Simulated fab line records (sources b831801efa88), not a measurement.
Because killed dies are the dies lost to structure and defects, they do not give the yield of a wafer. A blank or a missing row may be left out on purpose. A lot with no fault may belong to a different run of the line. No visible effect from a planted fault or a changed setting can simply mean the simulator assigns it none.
8D (eight disciplines) problem report, filled in by code    flow sky130    the parts of the form that need people (team, actions taken, sign-off) are left out

== 1. WHAT WENT WRONG ==
LDD_HVP_OVL at SKY_LDD_HVP_OVL_MEAS_07 reads a mean of 37.4 nm on 9 wafers of 3 lots; wafers without a fault read -1.0 nm with a standard deviation of 1.3. That puts it +30 standard deviations away from the usual mean.
The first sign was on wafer L367.2 at day 25 04:47, on overlay-02. The record holds 36 wafers of 12 lots with a number at this step. By rule, "out" or "out of limits" means more than 4 standard deviations away from the usual mean. The rest of the wafers with a number are treated as sound.

== 2. WHAT IT IS AND WHAT IT IS NOT ==
question                     is                      is not
which readings at this step  LDD_HVP_OVL             -
which lots                   L367, L369, L371        L360, L361, L362, L373, L375, L377, L378, L379, L382
which wafers of those lots   all that have a number  -
read on which gauges         overlay-01, overlay-02  -
when                         from day 25 04:47       up to then (9 sound wafers); but 18 sound wafers of L373, L375, L377, L378, L379, L382 came after

== 3. WHAT RULES OUT EACH SUSPECT ==
Counting: a tool stays on the suspect list if, at a process step up to the reading, it processed all lots that are out and no sound lot following the first of them.
- the gauge at SKY_LDD_HVP_OVL_MEAS_07: ruled out. 2 gauges (overlay-01, overlay-02) read the wafers that are out.
- iline_stepper-02 at SKY_LDD_HVP_EXPOSE_04 (exposes mask HVPTM, target cd 700 nm): kept. It ran every lot that is out, first L367 (day 24 14:14), and no sound lot after that.
The count leaves iline_stepper-02 at SKY_LDD_HVP_EXPOSE_04.

== 4. THE CAUSE (what the simulator had put in) ==
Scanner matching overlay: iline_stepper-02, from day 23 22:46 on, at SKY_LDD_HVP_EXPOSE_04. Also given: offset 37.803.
The count eliminated every tool but this one.

== 5. THE CHAIN OF EFFECTS, in route order ==
Each row: a reading where the mean over the struck wafers with a number is more than 3 standard deviations away from the usual. Only readings for which the record gives a usual standard deviation are gone through. hours: the time from each lot's start at the first step in this table that gives one to its start at this step, as a median over the lots. sigmas: the change in usual standard deviations.
hours  step                     reading      usual    on struck wafers  change  sigmas
0      SKY_LDD_HVP_OVL_MEAS_07  LDD_HVP_OVL  -1.0 nm  37.4              +38.4   +30
At these later measuring or inspecting steps, every struck wafer for which the step has a row has a number for every such reading, and none has moved that far: SKY_LDD_LDN_OVL_MEAS_07.

== 6. WHAT WOULD HAVE CAUGHT IT SOONER ==
30 hours passed between the start of the fault at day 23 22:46 and the first reading out of limits at a measuring or inspecting step in this record, taken at day 25 04:47.
An alarm limit of 4 standard deviations would not have fired on the tool readings at SKY_LDD_HVP_EXPOSE_04 for which the record gives a usual standard deviation, since none of them was out on any struck wafer.
Lots out: 3; of these, L369, L371 started SKY_LDD_HVP_EXPOSE_04 on iline_stepper-02 after day 25 04:47. A hold on the tool at that time would have spared those 2.
